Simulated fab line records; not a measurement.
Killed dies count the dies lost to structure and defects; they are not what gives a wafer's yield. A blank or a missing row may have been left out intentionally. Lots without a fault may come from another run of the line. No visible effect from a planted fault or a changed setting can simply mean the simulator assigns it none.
Shared-tool check ; flow sky130 ; Sampled: 11 lots, 33 wafers

WHY THIS WAS OPENED
1 of 11 lots carry a flag on the reading POLY_GATE_TW at SKY_RES_PROTECT_TW_MEAS_08. Wafers without a fault read 4043, standard deviation 29.
Rule: a lot is flagged when every wafer of it that has a number lies more than 4 standard deviations from that mean, or none has a number. The other lots count as sound.

lot;measured;on;POLY_GATE_TW, wafer by wafer;flag
L507;day 15 08:12;film_metro-04;4019 4045 4044;
L512;day 17 06:36;film_metro-03;4021 4046 4042;
L515;day 18 01:25;film_metro-03;3971 3998 3999;
L518;day 19 08:36;film_metro-03;30 30 30;FLAGGED
L523;day 21 03:21;film_metro-04;4063 4090 4062;
L524;day 21 10:58;film_metro-04;4074 4051 4060;
L526;day 22 02:59;film_metro-03;3996 4016 4004;
L528;day 22 14:04;film_metro-04;4052 4088 4053;
L527;day 22 16:51;film_metro-04;4036 4094 4063;
L529;day 23 06:33;film_metro-04;4072 4069 4054;
L530;day 23 12:46;film_metro-01;4076 4051 4075;
Averaged over the flagged lots the numbers come to 30, -4013 from the usual (-99 or more standard deviations).

WHICH TOOL EACH LOT WENT THROUGH
2 process steps preceding the reading are held in the record, out of 708 steps in the route. Each cell gives the tool, then ch followed by the chambers the sampled wafers passed through, then the start.
lot;flag;SKY_VT_ADJUST_NCORE_STRIP_10;SKY_RES_PROTECT_EXPOSE_04
L507;;plasma_asher-04 ch 1, day 8 16:55;iline_stepper-01 ch 0, day 14 18:26
L512;;plasma_asher-02 ch 0,1, day 10 05:55;iline_stepper-02 ch 0, day 16 16:14
L515;;plasma_asher-02 ch 0,1, day 10 22:59;iline_stepper-02 ch 0, day 17 10:29
L518;FLAGGED;plasma_asher-03 ch 0,1, day 11 20:01;iline_stepper-02 ch 0, day 18 17:07
L523;;plasma_asher-04 ch 0,1, day 13 10:16;iline_stepper-01 ch 0, day 20 12:28
L524;;plasma_asher-04 ch 0,1, day 13 15:06;iline_stepper-02 ch 0, day 20 19:33
L526;;plasma_asher-03 ch 0,1, day 14 07:37;iline_stepper-02 ch 0, day 21 11:38
L528;;plasma_asher-04 ch 0,1, day 14 15:29;iline_stepper-02 ch 0, day 21 22:44
L527;;plasma_asher-02 ch 0, day 14 08:13;iline_stepper-01 ch 0, day 22 01:13
L529;;plasma_asher-02 ch 0,1, day 15 05:49;iline_stepper-01 ch 0, day 22 15:37
L530;;plasma_asher-04 ch 0,1, day 15 11:13;iline_stepper-01 ch 0, day 22 21:11
What the steps here do:
- SKY_VT_ADJUST_NCORE_STRIP_10: strips in O2/N2.
- SKY_RES_PROTECT_EXPOSE_04: exposes mask RPM, target cd 1270 nm.
- SKY_RES_PROTECT_TW_MEAS_08

FLAGGED OVER TOTAL, TOOL BY TOOL (the gauges that took the reading come last)
step;tool;lots run;flagged;share of the flagged lots;sound lots run after its first flagged lot
SKY_VT_ADJUST_NCORE_STRIP_10;plasma_asher-02;4;0;none;-
SKY_VT_ADJUST_NCORE_STRIP_10;plasma_asher-03;2;1;all;1 (L526)
SKY_VT_ADJUST_NCORE_STRIP_10;plasma_asher-04;5;0;none;-
SKY_RES_PROTECT_EXPOSE_04;iline_stepper-01;5;0;none;-
SKY_RES_PROTECT_EXPOSE_04;iline_stepper-02;6;1;all;3 (L524,L526,L528)
SKY_RES_PROTECT_TW_MEAS_08;film_metro-01;1;0;none;-
SKY_RES_PROTECT_TW_MEAS_08;film_metro-03;4;1;all;1 (L526)
SKY_RES_PROTECT_TW_MEAS_08;film_metro-04;6;0;none;-

WHAT IS ALLOWED BY THE TABLE
3 rows of the table ran every flagged lot: plasma_asher-03 at SKY_VT_ADJUST_NCORE_STRIP_10, iline_stepper-02 at SKY_RES_PROTECT_EXPOSE_04, film_metro-03 at SKY_RES_PROTECT_TW_MEAS_08.
- plasma_asher-03 at SKY_VT_ADJUST_NCORE_STRIP_10: 1 of its 2 lots flagged. Lots that were sound ran on it after the first flagged one (L526); a persistent fault on the entire tool would not allow that.
- iline_stepper-02 at SKY_RES_PROTECT_EXPOSE_04: 1 of its 6 lots flagged. Lots that were sound ran on it after the first flagged one (L524, L526, L528); a persistent fault on the entire tool would not allow that.
- film_metro-03 at SKY_RES_PROTECT_TW_MEAS_08: 1 of its 4 lots flagged. Lots that were sound ran on it after the first flagged one (L526); a persistent fault on the entire tool would not allow that.
Every row of the table either missed a flagged lot or ran a sound lot after the first.

WHAT HAD BEEN PUT IN BY THE SIMULATOR
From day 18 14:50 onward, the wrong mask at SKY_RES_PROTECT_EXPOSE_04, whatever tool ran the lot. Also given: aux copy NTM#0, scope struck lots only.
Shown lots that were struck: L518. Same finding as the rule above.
